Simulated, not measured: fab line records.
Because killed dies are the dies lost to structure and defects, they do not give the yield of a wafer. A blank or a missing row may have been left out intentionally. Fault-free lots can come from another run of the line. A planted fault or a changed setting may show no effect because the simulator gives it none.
Matching of chambers	flow sky130	SKY_FIELD_ISO_ETCH_17 on rie-si-01 has 4 sister chambers
The step etches Si in HBr/Cl2/O2, target depth 342 nm, time 97.7 s. 14 wafers are shown with their chamber, then 7 later ones without.

WAFERS PAIRED WITH THEIR CHAMBERS
wafer	chamber	drypump-motor-current-A (A)	throttle-valve-pct (%)	oes-product-au (a.u.)
L572.1	2	5.4	25.659	0.988
L572.2	0	6.0	25.647	1.015
L572.6	2	5.4	25.665	0.985
L573.2	2	5.4	25.682	0.979
L573.4	0	6.0	25.647	1.009
L573.5	0	5.9	25.656	0.995
L577.2	1	6.5	25.654	1.009
L577.3	2	5.4	25.656	0.995
L577.4	2	5.4	25.660	0.995
L581.2	0	6.0	25.654	1.002
L581.4	2	5.4	25.674	0.991
L581.6	3	5.4	25.658	0.997
L591.4	1	6.5	25.662	0.989
L591.5	0	5.9	25.654	0.992

SIGNATURES (means of the wafers above)
reading	chamber 0	chamber 1	chamber 2	chamber 3	scatter within a chamber
drypump-motor-current-A	5.960	6.500	5.400	5.400	0.0346
throttle-valve-pct	25.65160	25.65800	25.66600	25.65800	0.00782
oes-product-au	1.00260	0.99900	0.98883	0.99700	0.00871
Rule: for a wafer and a chamber, the distance is found by dividing, reading by reading, the gap between the wafer's reading and the chamber's mean by the reading's scatter, squaring, summing and taking the root. The wafer belongs to the nearest chamber; if the next one is less than 2 further off, it can't be placed. The scatter: the root of (the sum of the squares of (reading less its chamber's mean) over the shown wafers, divided by (wafers less chambers)).

WAFERS WITHOUT THEIR CHAMBER
wafer	drypump-motor-current-A (A)	throttle-valve-pct (%)	oes-product-au (a.u.)
L591.6	6.5	25.651	0.999
L593.3	5.4	25.640	1.013
L593.4	5.4	25.651	1.002
L593.5	5.9	25.651	1.018
L594.4	6.0	25.651	1.003
L594.5	5.4	25.671	0.990
L594.6	6.5	25.654	0.998

EACH ONE'S CHAMBER
wafer	from the rows above	in truth
L591.6	1	1
L593.3	can't be placed: 3 or 2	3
L593.4	can't be placed: 3 or 2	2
L593.5	0	0
L594.4	0	0
L594.5	can't be placed: 2 or 3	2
L594.6	1	1
Correctly placed: 4 of 7. From these rows, 3 cannot be placed; in 3 the true chamber is one of the candidates. 0 placed wrongly.
